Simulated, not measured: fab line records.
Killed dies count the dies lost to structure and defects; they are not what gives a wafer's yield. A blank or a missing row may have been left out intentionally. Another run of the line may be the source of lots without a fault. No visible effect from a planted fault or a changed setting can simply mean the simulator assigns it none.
Code-filled problem report in 8D (eight disciplines) form -- flow gf180mcu -- the parts of the form that need people (team, actions taken, sign-off) are left out

== 1. WHAT IS WRONG ==
At GF_M4_CD_MEAS_14, cd-nm averages 289.1 nm over 6 wafers from 2 lots, while fault-free wafers read 279.6 nm, standard deviation 1.3. That is +7.3 standard deviations from the usual mean.
The step: target cd 280 nm.
Seen first at day 25 18:05 on cd-sem-01, wafer L827.1. The record holds 36 wafers of 12 lots with a number at this step. Rule for "out", or "out of limits": more than 4 standard deviations from the usual mean. The rest of the wafers with a number are treated as sound.

== 2. WHAT THIS IS AND IS NOT ==
question,is,is not
which readings at this step,cd-nm,-
which lots,"L827, L829","L821, L824, L833, L837, L838, L839, L840, L841, L842, L843"
which wafers of those lots,all that have a number,-
read on which gauges,cd-sem-01,cd-sem-02
when,from day 25 18:05,"up to then (6 sound wafers); but 24 sound wafers of L833, L837, L838, L839, L840, L841, L842, L843 came after"

== 3. WHAT RULES OUT EACH SUSPECT ==
Counting: a tool stays on the suspect list if, at a process step up to the reading, it processed all lots that are out and no sound lot following the first of them.
- ruled out: the gauge at GF_M4_CD_MEAS_14. All the wafers that are out were read on cd-sem-01, but those of them that GF_M4_SOFTBAKE_10 has rows for are out there too, on other tools.
- litho-track-01 at GF_M4_SOFTBAKE_10 (time 60 s): ruled out as a lasting fault. Sound lots L837, L840, L841, L842 ran on it after its first lot that is out, L827 (day 25 07:20).
Left after counting: nothing in the record.

== 4. THE CAUSE (what the simulator had put in) ==
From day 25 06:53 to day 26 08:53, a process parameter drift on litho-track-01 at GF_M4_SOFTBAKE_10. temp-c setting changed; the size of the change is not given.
It was ruled out by counting, in error; the rule expects a fault to strike all lots run on its tool from its start on, and this fault did not.

== 5. SEQUENCE OF EFFECTS, ordered by route ==
One row per reading whose mean, taken over the struck wafers that have a number, lies over 3 standard deviations from the usual. Scope: only readings with a usual standard deviation given in the record; hours: median across lots of the time from each lot's start at the first step in this table that gives one to its start at this step; sigmas: change in usual standard deviations.
hours,step,reading,usual,on struck wafers,change,sigmas
0,GF_M4_SOFTBAKE_10,heater-power-total-W,93.06 W,88.71,-4.35,-75
0,GF_M4_SOFTBAKE_10,plate-temp-C,130.01 C,125.16,-4.85,-30
11,GF_M4_CD_MEAS_14,cd-nm,279.6 nm,289.1,+9.4,+7.3
Here are the process steps it includes:
- GF_M4_SOFTBAKE_10: time 60 s.

== 6. WHAT WOULD HAVE CAUGHT IT SOONER ==
In this record the first reading out of limits at a measuring or inspecting step was taken at day 25 18:05, 11 hours after the fault began at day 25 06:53.
Tool's own readings at GF_M4_SOFTBAKE_10, heater-power-total-W, plate-temp-C: out on all struck wafers the step has rows for; an alarm limit on them would have tripped on the first.
